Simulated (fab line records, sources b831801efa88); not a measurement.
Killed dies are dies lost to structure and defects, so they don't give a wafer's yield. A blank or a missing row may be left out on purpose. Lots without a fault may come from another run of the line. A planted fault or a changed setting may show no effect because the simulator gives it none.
Split-lot experiment | flow gf180mcu | 5 lots, 23 wafers read, on a route of 602 steps

THE SPLIT
At GF_STI_PEB_10 (peb time 90 s), the setting peb_time_s was moved away from the recipe's 90 s on 9 of the 23 wafers read, by -11.0% to +6.9%. The other wafers ran this setting at the recipe's value.

FROM THE SPLIT TO THE READING: what the file shows between them, 1 step
- GF_STI_DEVELOP_11: develop time 60 s

THE READING
STI.cd_nm (the simulator's own value, which no gauge read), in nm, at GF_STI_ETCH_13 (etches the open film in CHF3/O2, stops on Si, target depth 282.31 nm, time 112.9 s). The file gives no usual value for it. The 14 wafers here that ran the recipe average 219.3 nm, standard deviation 1.1 nm.

wafer  | tool, chamber at the split | peb_time_s as run, s | against the recipe | STI.cd_nm, nm | against lot-mates on the recipe
L075.1 | litho_track-04, 0          | 90                   | recipe             | 218.7         | -
L075.2 | litho_track-04, 0          | 83.05                | -7.7%              | 221.1         | +2.0
L075.4 | litho_track-04, 0          | 90                   | recipe             | 219.4         | -
L075.5 | litho_track-04, 0          | 83.05                | -7.7%              | 222.5         | +3.4
L075.6 | litho_track-04, 0          | 83.05                | -7.7%              | 221.7         | +2.6
L077.1 | litho_track-04, 0          | 96.2                 | +6.9%              | 217.3         | -2.2
L077.4 | litho_track-04, 0          | 96.2                 | +6.9%              | 217.3         | -2.2
L077.2 | litho_track-04, 0          | 90                   | recipe             | 219           | -
L077.3 | litho_track-04, 0          | 90                   | recipe             | 220           | -
L077.6 | litho_track-04, 0          | 96.2                 | +6.9%              | 217.5         | -2.0
L078.2 | litho_track-03, 0          | 90                   | recipe             | 221.5         | -
L078.4 | litho_track-03, 0          | 90                   | recipe             | 220.8         | -
L078.6 | litho_track-03, 0          | 90                   | recipe             | 220.6         | -
L081.2 | litho_track-01, 0          | 90                   | recipe             | 218.4         | -
L081.3 | litho_track-01, 0          | 90                   | recipe             | 218.3         | -
L081.5 | litho_track-01, 0          | 90                   | recipe             | 218.3         | -
L081.6 | litho_track-01, 0          | 90                   | recipe             | 218.3         | -
L081.4 | litho_track-01, 0          | 90                   | recipe             | 218           | -
L082.1 | litho_track-04, 0          | 80.1                 | -11.0%             | 221.3         | +1.6
L082.3 | litho_track-04, 0          | 80.1                 | -11.0%             | 221.3         | +1.6
L082.2 | litho_track-04, 0          | 80.1                 | -11.0%             | 222.6         | +2.8
L082.5 | litho_track-04, 0          | 90                   | recipe             | 219.3         | -
L082.6 | litho_track-04, 0          | 90                   | recipe             | 220.2         | -

THE FIT
A straight line over all 23 wafers: STI.cd_nm changes by -0.259 nm for each +1% of peb_time_s; r = -0.83; the points scatter about the line by 0.96 nm.
The same after taking each lot's own level away (the mean of its wafers on the recipe; 23 wafers): -0.255 nm for each +1%; r = -0.92; scatter 0.61 nm.
On that fit, the largest move of peb_time_s shifts the reading by 2.8 nm.
The lots' own levels span 218.26 to 220.97 nm, that is 2.5 times the standard deviation above.
So the lot-to-lot level changes the slope little: the two slopes agree.
Check: with one of the wafers moved furthest among these (-11.0%) left out of the fit, the line predicts +3.02 nm for it against its lot-mates. It came out at +1.55 nm against them.

OTHER SPLITS ON THESE WAFERS
These wafers also went through other splits before the reading. Each is held against what the fit with the lots' levels taken away leaves over:
other split on the same wafers | wafers away from the commonest value | r with STI.cd_nm (lot level and that fit taken away)
GF_STI_OXIDATION_01 ox_time_s  | 15                                   | -0.45

THE FILE'S OWN FIT
STI.cd_nm changes by -0.248 nm for each +1% of peb_time_s, r = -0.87.
